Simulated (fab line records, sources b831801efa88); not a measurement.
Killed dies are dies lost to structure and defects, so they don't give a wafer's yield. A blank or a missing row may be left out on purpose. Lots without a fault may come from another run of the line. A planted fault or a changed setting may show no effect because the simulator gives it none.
One fault seen from 2 desks | flow gf180mcu | each desk has only its own numbers; what lay behind them comes last

THE METROLOGY DESK
What the gauges read, lot by lot, whatever tool the lot ran on: means of the sampled wafers that have a number. A lot is out of limits, marked OUT, if its mean lies more than 4 standard deviations from the usual mean; the brackets give that distance.
Columns: A = M4_ALCU_THK at GF_M4_THK_MEAS_06, usual 448 nm
lot  | first seen here | A
L439 | day 22 10:22    | 450
L441 | day 23 05:26    | 454
L447 | day 25 19:00    | 459
L450 | day 26 10:55    | 443
L453 | day 27 06:32    | 440
L454 | day 27 12:53    | 455
L455 | day 27 20:26    | 455
L457 | day 28 10:25    | 451
L458 | day 28 18:53    | 440
L459 | day 29 02:05    | 448
L460 | day 29 06:37    | 461
L462 | day 30 04:58    | 441
This desk's finding: nothing out of limits on any of the 12 lots.

THE TOOL OWNER'S DESK: plasma_asher-04
The tool's own readings at GF_M5_STRIP_11 (strips in O2/N2): means of the sampled wafers that have a number, for each lot that ran on this tool. A lot is out of limits, marked OUT, if its mean lies more than 4 standard deviations from the usual mean; the brackets give that distance.
Columns: A = drypump_motor_current_A at GF_M5_STRIP_11, usual 5.8 A; B = heater_power_w at GF_M5_STRIP_11, usual 346 W; C = n2_flow_sccm at GF_M5_STRIP_11, usual 299.9 sccm; D = oes_product_au at GF_M5_STRIP_11, usual 0.524 a.u.; E = strip_time_to_endpoint_s at GF_M5_STRIP_11, usual 7.06 s
lot  | first seen here | A   | B   | C     | D     | E
L447 | day 29 07:43    | 5.8 | 352 | 299.8 | 0.524 | 7.05
L450 | day 29 21:35    | 5.8 | 347 | 299.7 | 0.521 | 7.01
L459 | day 32 04:16    | 5.8 | 350 | 301.9 | 0.526 | 7.02
This desk's finding: nothing out of limits on any of the 3 lots.

PUT TOGETHER
The metrology desk saw nothing out of limits.
The tool owner's desk saw nothing out of limits.

WHAT THE SIMULATOR HAD PUT IN
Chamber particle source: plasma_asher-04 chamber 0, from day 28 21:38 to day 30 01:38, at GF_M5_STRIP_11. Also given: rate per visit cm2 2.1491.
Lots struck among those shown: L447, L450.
